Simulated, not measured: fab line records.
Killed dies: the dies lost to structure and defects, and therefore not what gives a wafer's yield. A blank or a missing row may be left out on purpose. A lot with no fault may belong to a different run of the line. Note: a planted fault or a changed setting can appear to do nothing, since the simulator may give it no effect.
A single fault, viewed from 2 desks / flow gf180mcu / only its own numbers are on each desk; what lay behind them is given at the end

## METROLOGY DESK
What the gauges read, lot by lot, whatever tool the lot ran on: means of the sampled wafers that have a number. Marked OUT: a lot whose mean sits more than 4 standard deviations from the usual mean, which makes it out of limits; the brackets give that distance.
Columns: A = M1_ALCU_RS at GF_M1_RS_MEAS_05, usual 0.0697 ohm/sq; B = M1_ALCU_THK at GF_M1_THK_MEAS_06, usual 451 nm; C = cdNm at GF_M1_CD_MEAS_14, usual 230.0 nm; D = M1_OVL at GF_M1_OVL_MEAS_15, usual -2 nm
lot=L522; first seen here=day 17 06:26; A=0.0699; B=453; C=230.3; D=-6
lot=L529; first seen here=day 19 21:26; A=0.0698; B=448; C=229.8; D=-9
lot=L533; first seen here=day 21 08:14; A=0.0690; B=451; C=229.9; D=-8
lot=L539; first seen here=day 23 10:50; A=0.0698; B=452; C=230.0; D=7
lot=L540; first seen here=day 23 17:07; A=0.0690; B=457; C=229.1; D=-4
lot=L541; first seen here=day 23 22:48; A=0.0697; B=452; C=228.8; D=-4
This desk found nothing out of limits on any of the 6 lots.

## TOOL OWNER'S DESK, rieMetal-02
The tool's own readings at GF_M1_METAL_ETCH_16 (etches the open film in Cl2/BCl3, stops on SiO2, target depth 750.8 nm, time 125.1 s): means of the sampled wafers that have a number, for each lot that ran on this tool. Marked OUT: a lot whose mean sits more than 4 standard deviations from the usual mean, which makes it out of limits; the brackets give that distance.
Columns: A = drypumpMotorCurrentA at GF_M1_METAL_ETCH_16, usual 5.7 A; B = mfcCl2Sccm at GF_M1_METAL_ETCH_16, usual 79.99 sccm; C = oesProductAu at GF_M1_METAL_ETCH_16, usual 0.990 a.u.; D = runLengthS at GF_M1_METAL_ETCH_16, usual 153.5 s; E = throttleValvePct at GF_M1_METAL_ETCH_16, usual 28.228 %
lot=L522; first seen here=day 18 05:34; A=5.7; B=80.04; C=0.992; D=153.9; E=28.221
lot=L529; first seen here=day 20 21:19; A=5.8; B=80.29; C=0.976; D=157.6 (+8.7) OUT; E=28.243
lot=L533; first seen here=day 22 08:10; A=5.8; B=79.98; C=0.968 (-4.5) OUT; D=159.6 (+13) OUT; E=28.252
lot=L541; first seen here=day 24 21:13; A=5.8; B=79.98; C=0.983; D=153.7; E=28.230
Finding of this desk: L529, L533 out of limits; the first was L529 at day 20 21:19, on runLengthS at GF_M1_METAL_ETCH_16. L522, L541: within limits.

## BROUGHT TOGETHER
The tool owner's desk could have raised an alarm at day 20 21:19, on L529, L533.
Nothing out of limits was seen by the metrology desk.
The metrology desk has L529, L533 on record, within its limits.
On rieMetal-02, each named lot ran GF_M1_METAL_ETCH_16.

## WHAT THE SIMULATOR HAD INSERTED
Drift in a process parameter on rieMetal-02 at GF_M1_METAL_ETCH_16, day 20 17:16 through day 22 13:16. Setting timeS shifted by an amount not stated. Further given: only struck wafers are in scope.
Shown lots that were struck: L529, L533.
Delay in hours, fault start to first out-of-limits reading, by desk: the tool owner's desk at 4.
